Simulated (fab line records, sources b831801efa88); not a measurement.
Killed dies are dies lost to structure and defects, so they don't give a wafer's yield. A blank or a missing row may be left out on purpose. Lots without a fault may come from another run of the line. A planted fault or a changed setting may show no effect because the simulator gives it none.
Which tool did it? | flow sky130 | 14 lots, 42 wafers sampled, at 5 steps of a route of 708

WHAT THE GAUGES READ, wafer by wafer
SKY_SONOS_ONO_THK_MEAS_03.
lot  | measured     | on            | SONOS_ONO_CVD_02_THK (nm)
L281 | day 11 14:32 | film_metro-01 | 10.26 10.29 10.11
L282 | day 12 02:14 | film_metro-02 | 10.60 10.55 10.55
L283 | day 12 10:17 | film_metro-03 | 10.34 10.40 10.41
L284 | day 12 15:39 | film_metro-03 | 10.62 10.46 10.60
L285 | day 13 03:21 | film_metro-01 | 10.30 10.30 10.43
L287 | day 13 14:59 | film_metro-03 | 10.55 10.48 10.51
L289 | day 14 12:05 | film_metro-03 | 10.49 10.35 10.41
L290 | day 15 00:08 | film_metro-02 | 10.31 10.18 10.32
L294 | day 16 03:35 | film_metro-01 | 10.65 10.66 10.58
L296 | day 16 15:44 | film_metro-01 | 10.43 10.50 10.54
L297 | day 17 01:37 | film_metro-02 | 10.58 10.53 10.63
L298 | day 17 05:50 | film_metro-01 | 10.35 10.47 10.42
L299 | day 17 15:34 | film_metro-03 | 10.41 10.37 10.33
L302 | day 18 19:53 | film_metro-02 | 10.60 10.48 10.57

SKY_GATE_OXIDE_TW_MEAS_14.
lot  | measured     | on            | GATE_OXIDE_TW
L281 | day 13 22:24 | film_metro-01 | 222.0 222.4 221.4
L282 | day 14 08:10 | film_metro-04 | 223.0 222.1 222.6
L283 | day 14 16:05 | film_metro-01 | 220.3 221.9 220.3
L284 | day 14 23:32 | film_metro-03 | 222.0 222.4 223.3
L285 | day 15 11:20 | film_metro-04 | 222.5 222.8 222.3
L287 | day 15 23:57 | film_metro-04 | 221.2 221.1 221.6
L289 | day 16 21:38 | film_metro-04 | 222.3 221.6 222.8
L290 | day 17 13:02 | film_metro-03 | 222.7 221.7 222.6
L294 | day 18 17:16 | film_metro-03 | 222.3 223.1 222.4
L296 | day 19 08:22 | film_metro-03 | 219.5 220.6 220.9
L297 | day 19 16:58 | film_metro-01 | 223.0 221.7 222.5
L298 | day 19 22:32 | film_metro-01 | 219.1 218.9 219.9
L299 | day 20 08:51 | film_metro-04 | 218.9 219.7 219.5
L302 | day 21 13:30 | film_metro-03 | 224.9 224.6 223.5

SKY_RES_PROTECT_TW_MEAS_08.
lot  | measured     | on            | POLY_GATE_TW
L281 | day 15 03:10 | film_metro-02 | 4037 4051 4050
L282 | day 15 14:16 | film_metro-01 | 4018 4024 4016
L283 | day 15 23:11 | film_metro-01 | 4015 4038 4028
L284 | day 16 06:40 | film_metro-02 | 4001 4042 4006
L285 | day 16 17:56 | film_metro-01 | 3998 3996 4010
L287 | day 17 07:07 | film_metro-01 | 4011 3994 3978
L289 | day 18 08:08 | film_metro-04 | 3988 3992 3997
L290 | day 18 22:43 | film_metro-04 | 3969 3973 3967
L294 | day 20 04:53 | film_metro-02 | 4007 3999 4020
L296 | day 20 17:52 | film_metro-04 | 4006 4004 4015
L297 | day 21 09:13 | film_metro-02 | 4035 4033 4027
L298 | day 21 09:29 | film_metro-01 | 3984 3997 3961
L299 | day 21 19:20 | film_metro-02 | 4032 4010 4018
L302 | day 22 22:50 | film_metro-01 | 3993 4007 3993

SKY_POLY_GATE_CD_MEAS_13: target cd 150 nm.
lot  | measured     | on        | cd_nm (nm)
L281 | day 16 12:02 | cd_sem-02 | 148.5 148.5 148.7
L282 | day 16 19:25 | cd_sem-01 | 150.4 150.5 150.4
L283 | day 17 05:11 | cd_sem-01 | 150.1 150.6 150.8
L284 | day 17 12:41 | cd_sem-01 | 150.7 148.7 148.5
L285 | day 18 00:59 | cd_sem-02 | 152.2 149.1 150.7
L287 | day 18 15:38 | cd_sem-01 | 150.0 148.2 148.4
L289 | day 19 16:01 | cd_sem-01 | 148.2 149.3 149.2
L290 | day 20 06:22 | cd_sem-02 | 147.3 147.9 147.0
L294 | day 21 13:30 | cd_sem-02 | 150.7 152.7 150.1
L296 | day 22 02:12 | cd_sem-01 | 147.9 147.2 147.9
L297 | day 22 17:37 | cd_sem-01 | 146.6 146.7 146.6
L298 | day 22 17:56 | cd_sem-02 | 148.9 147.2 147.6
L299 | day 23 02:46 | cd_sem-01 | 150.1 148.0 149.1
L302 | day 24 06:17 | cd_sem-01 | 148.8 148.6 149.6

WHICH TOOL RAN EACH LOT (tool, then ch and the chambers of the sampled wafers, then the start)
lot  | SKY_GATE_OXIDE_IMPLANT_11
L281 | implanter-02 ch 0, day 13 22:04
L282 | implanter-02 ch 0, day 14 07:47
L283 | implanter-02 ch 0, day 14 15:43
L284 | implanter-04 ch 0, day 14 23:11
L285 | implanter-04 ch 0, day 15 10:59
L287 | implanter-04 ch 0, day 15 23:37
L289 | implanter-03 ch 0, day 16 21:16
L290 | implanter-04 ch 0, day 17 12:41
L294 | implanter-04 ch 0, day 18 16:56
L296 | implanter-03 ch 0, day 19 08:01
L297 | implanter-04 ch 0, day 19 16:37
L298 | implanter-04 ch 0, day 19 22:11
L299 | implanter-04 ch 0, day 20 08:32
L302 | implanter-02 ch 0, day 21 13:10
- SKY_GATE_OXIDE_IMPLANT_11

WHAT THE TOOLS THEMSELVES READ (means of the sampled wafers that have a number; where no wafer has one, the mark that the record gives instead)
The record holds no such reading with a usual standard deviation.

THE ANSWER, worked out from the rows above alone
Rule: what is usual is taken from the lots themselves. Put in order of their means at a reading, lots are off if they are a third of the lots or fewer, leave a main group of 4 or more, and stand apart from it by a gap of 3 or more times the standard deviation of the main group's means; of several such gaps the widest counts. A main group whose means are all the same, to the digits that the tables above print for the reading, isn't used. A lot without any number at a reading at which 4 lots or more have one is off too. The other lots that the step has rows for count as sound. The gauges are gone through in route order, then the tools' own readings, and for those a lot's mean is taken as printed above. The first step at which some lot is off is used, and at that step the reading that is off furthest; a lot without a number counts as furthest.
No lot is off at any reading shown: from this, nothing can be told.

WHAT THE SIMULATOR HAD PUT IN
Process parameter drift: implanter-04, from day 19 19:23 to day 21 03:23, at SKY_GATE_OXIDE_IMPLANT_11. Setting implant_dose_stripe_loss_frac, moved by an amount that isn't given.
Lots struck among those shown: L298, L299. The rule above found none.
